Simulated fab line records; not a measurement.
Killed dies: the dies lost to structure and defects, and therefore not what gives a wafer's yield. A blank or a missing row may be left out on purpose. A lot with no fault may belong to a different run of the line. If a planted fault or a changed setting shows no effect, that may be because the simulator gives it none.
A struck lot beside a sound one / flow sky130 / 26 steps out of a route of 708
Sound: these wafers, L583.1, L583.5, L583.6. Struck: wafers L588.2, L588.3, L588.4. The cause is named last.
For every step that has rows: the tool of each side, followed by ch and its chambers, followed by its first start. Under that, the readings that differ: sound wafers / struck wafers / difference of the means / sigmas: that difference in standard deviations of wafers without a fault.
alike: readings whose means differ by less than 2 such deviations, and words and numbers that are the same on both sides. not compared: withheld readings, readings that some wafer has no value for, bounds like >300 that may hide the same value, and numbers for which the record gives no deviation and whose values overlap.
The two part at a step that has a row with sigmas, a row that says differs or no value, or rows on one side only. Non-overlapping numbers with no deviation appear without sigmas and do not part them. A reading missing from all wafers of one side parts the sides only when that side holds two or more wafers.

SKY_LDD_N_STRIP_16: strips in O2/N2.
  sound on plasma asher-01 ch 0,1, day 19 00:46; struck on plasma asher-03 ch 0,1, day 20 17:10
reading=drypump motor current A (A); sound=5.1 5.1 5.6; struck=6.8 5.9 6.8; difference=+1.2; sigmas=+2
  alike: chamber pressure mTorr, oes product au, strip time to endpoint s
  not compared: rf hours counter h
SKY_LDD_N_TW_MEAS_17:
  struck on film metro-04, day 20 17:16; sound on film metro-03, day 19 00:52
reading=LDD_N_TW; sound=2529 2535 2523; struck=2624 2626 2614; difference=+92; sigmas=+2
then, 7 steps without rows for these wafers: SKY_LDD_P_DEHYDRATE_00 (time 60 s); SKY_LDD_P_HMDS_01 (prime time 60 s); SKY_LDD_P_COAT_02 (resist thk 1140 nm); SKY_LDD_P_SOFTBAKE_03 (time 60 s); SKY_LDD_P_EXPOSE_04 (exposes mask PSDM, target cd 380 nm); SKY_LDD_P_PEB_05; SKY_LDD_P_DEVELOP_06 (develop time 60 s).
SKY_LDD_P_CD_MEAS_07: target cd 380 nm.
  struck on cd sem-02, day 22 01:24; sound on cd sem-01, day 20 08:44
  alike: cd nm
SKY_LDD_P_OVL_MEAS_08:
  struck on overlay-02, day 22 01:31; sound on overlay-02, day 20 08:51
  alike: LDD_P_OVL
then, 1 step without rows for these wafers: SKY_LDD_P_IMPLANT_09.
SKY_LDD_P_STRIP_10: strips in O2/N2.
  sound on plasma asher-03 ch 0,1, day 20 09:02; struck on plasma asher-02 ch 0,1, day 22 01:41
reading=oes product au (a.u.); sound=0.715 0.709 0.715; struck=0.958 0.955 0.954; difference=+0.243; sigmas=+53
reading=strip time to endpoint s (s); sound=14.18 14.23 14.19; struck=- - -; difference=no value on the struck wafers; sigmas=
reading=model.NOVOLAK_of_LDD_P_COAT_02.thk nm (nm); sound=0 0 0; struck=85.81 85.56 85.67; difference=+85.68; sigmas=
  alike: chamber pressure mTorr, drypump motor current A
  not compared: rf hours counter h
SKY_LDD_P_TW_MEAS_11:
  struck on film metro-04, day 22 01:48; sound on film metro-03, day 20 09:08
  alike: LDD_P_TW
then, 7 steps without rows for these wafers: SKY_LDD_HVN_DEHYDRATE_00 (time 60 s); SKY_LDD_HVN_HMDS_01 (prime time 60 s); SKY_LDD_HVN_COAT_02 (resist thk 300 nm); SKY_LDD_HVN_SOFTBAKE_03 (time 60 s); SKY_LDD_HVN_EXPOSE_04 (exposes mask HVNTM, target cd 700 nm); SKY_LDD_HVN_PEB_05; SKY_LDD_HVN_DEVELOP_06 (develop time 60 s).
SKY_LDD_HVN_OVL_MEAS_07:
  struck on overlay-02, day 23 08:53; sound on overlay-01, day 21 17:25
  alike: LDD_HVN_OVL
then, 1 step without rows for these wafers: SKY_LDD_HVN_IMPLANT_08.
SKY_LDD_HVN_STRIP_09: strips in O2/N2.
  sound on plasma asher-02 ch 0,1, day 21 17:37; struck on plasma asher-01 ch 0,1, day 23 09:04
reading=oes product au (a.u.); sound=0.406 0.405 0.411; struck=0.461 0.462 0.468; difference=+0.056; sigmas=+12
reading=strip time to endpoint s (s); sound=4.093 4.101 4.116; struck=5.563 5.505 5.541; difference=+1.433; sigmas=+90
  alike: chamber pressure mTorr, drypump motor current A
  not compared: rf hours counter h
SKY_LDD_HVN_TW_MEAS_10:
  struck on film metro-02, day 23 09:24; sound on film metro-03, day 21 17:43
reading=LDD_HVN_TW; sound=1406 1414 1411; struck=1221 1224 1224; difference=-187; sigmas=-10
  not compared: hold
-- here the record skips 25 days between the struck wafers' starts before and after, leaving off in module LDD_HVN and picking up in module PAD_OPEN (first step shown: number 708 of the route) --
SKY_PAD_OPEN_PROBE_99:
  struck on prober-02, day 47 22:47; sound on prober-01, day 46 22:02
reading=model.etest.tip_n_5v.rs ohm sq; sound=1383 1386 1372; struck=4231 4205 4168; difference=+2821; sigmas=
reading=model.etest.nfet g5v0d10v5.r on ohm um; sound=1884 1900 1872; struck=2204 2203 2166; difference=+306; sigmas=
reading=model.etest.nfet g5v0d10v5.drive ua um; sound=604.6 606.4 598.6; struck=525 530.4 538.4; difference=-72; sigmas=
reading=model.etest.tip_n_5v.rs ohm sq range; sound=35.39 18.22 20.98; struck=50.72 94.18 80.25; difference=+50.19; sigmas=
reading=model.etest.nfet_05v0_nvt.drive ua um; sound=579.7 572.4 568.7; struck=527.4 530.1 533.9; difference=-43.1; sigmas=
reading=model.etest.res ndiff hv.rs ohm sq; sound=114.5 116 116.3; struck=119.4 119.5 119.3; difference=+3.8; sigmas=
reading=model.etest.ring_5v.delay ps; sound=44.3 44.73 44.68; struck=47.96 47.4 46.5; difference=+2.72; sigmas=
reading=model.etest.nfet_05v0_nvt.off log10 a um; sound=-10.95 -10.94 -10.95; struck=-11.46 -11.37 -11.32; difference=-0.44; sigmas=
  alike: killed_at_M0_to_M3, killed_at_M4_up, killed at contacts, killed at front end, killed at other, killed dies, killed open, killed short

== WHERE THEY PART ==
Earliest at SKY_LDD_N_STRIP_16; latest, in this record, at SKY_LDD_HVN_TW_MEAS_10. Later steps at which nothing parts them and some readings are alike: SKY_PAD_OPEN_PROBE_99.

WHY: what had been put in by the simulator
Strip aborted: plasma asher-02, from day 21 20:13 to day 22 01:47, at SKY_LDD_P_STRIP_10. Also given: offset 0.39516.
